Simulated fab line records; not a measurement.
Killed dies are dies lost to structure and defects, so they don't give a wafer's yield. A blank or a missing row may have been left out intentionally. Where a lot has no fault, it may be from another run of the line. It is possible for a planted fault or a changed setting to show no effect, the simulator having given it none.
Matching of chambers	flow sky130	cmp-01 running SKY_FIELD_ISO_CMP_27: 4 sister chambers
The step polishes, stops on Si3N4, t overpolish 16 s, target thk 457.8 nm. 16 wafers are shown with their chamber, then 8 later ones without.

EACH WAFER AND ITS CHAMBER
wafer	chamber	motor-current-A (A)	time-to-endpoint-s (s)	overpolish-run-s (s)
L721.3	2	11.1	109	16.000
L721.5	0	12.0	108	15.997
L721.6	1	10.5	108	16.015
L724.2	1	10.4	111	16.011
L724.3	2	11.3	107	15.974
L724.4	3	11.6	112	15.994
L725.1	0	12.8	103	16.014
L725.2	1	11.0	109	15.999
L725.6	0	12.2	108	16.010
L726.1	1	10.7	113	15.975
L726.5	3	11.7	113	16.000
L726.6	2	11.3	110	15.982
L728.1	2	11.5	112	15.996
L728.3	3	11.8	112	16.012
L728.6	1	10.5	117	15.995
L739.1	2	11.3	115	16.013

SIGNATURES (means of the wafers above)
reading	chamber 0	chamber 1	chamber 2	chamber 3	scatter within a chamber
motor-current-A	12.333	10.620	11.300	11.700	0.237
time-to-endpoint-s	106.33	111.60	110.60	112.33	2.97
overpolish-run-s	16.00700	15.99900	15.99300	16.00200	0.0137
Rule: for each reading, subtract the chamber's mean from the wafer's reading, divide by that reading's scatter and square the result; add these up over the readings and take the root, which gives the wafer's distance from the chamber. If the next closest chamber is less than 2 further off than the closest, the wafer can't be placed; otherwise it belongs to the closest. The scatter is the square root of a quotient: the sum, over the shown wafers, of each reading's squared deviation from its chamber's mean, divided by wafers minus chambers.

WAFERS WITH NO CHAMBER GIVEN
wafer	motor-current-A (A)	time-to-endpoint-s (s)	overpolish-run-s (s)
L739.2	12.1	121	16.031
L739.6	12.3	123	16.018
L741.1	12.6	115	15.987
L741.2	10.4	118	16.005
L741.4	11.6	120	16.005
L743.3	11.3	115	16.009
L743.5	12.2	114	16.003
L743.6	10.6	110	15.996

EACH ONE'S CHAMBER
wafer	from the rows above	in truth
L739.2	can't be placed: 3 or 0 or 2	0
L739.6	can't be placed: 3 or 0 or 2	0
L741.1	can't be placed: 0 or 3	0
L741.2	1	1
L741.4	can't be placed: 3 or 2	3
L743.3	can't be placed: 2 or 3 or 1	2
L743.5	can't be placed: 3 or 0 or 2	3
L743.6	1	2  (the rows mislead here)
1 of 8 placed correctly. Can't be placed from these rows: 6 (the true chamber is among the candidates in 6). Wrongly placed: 1.
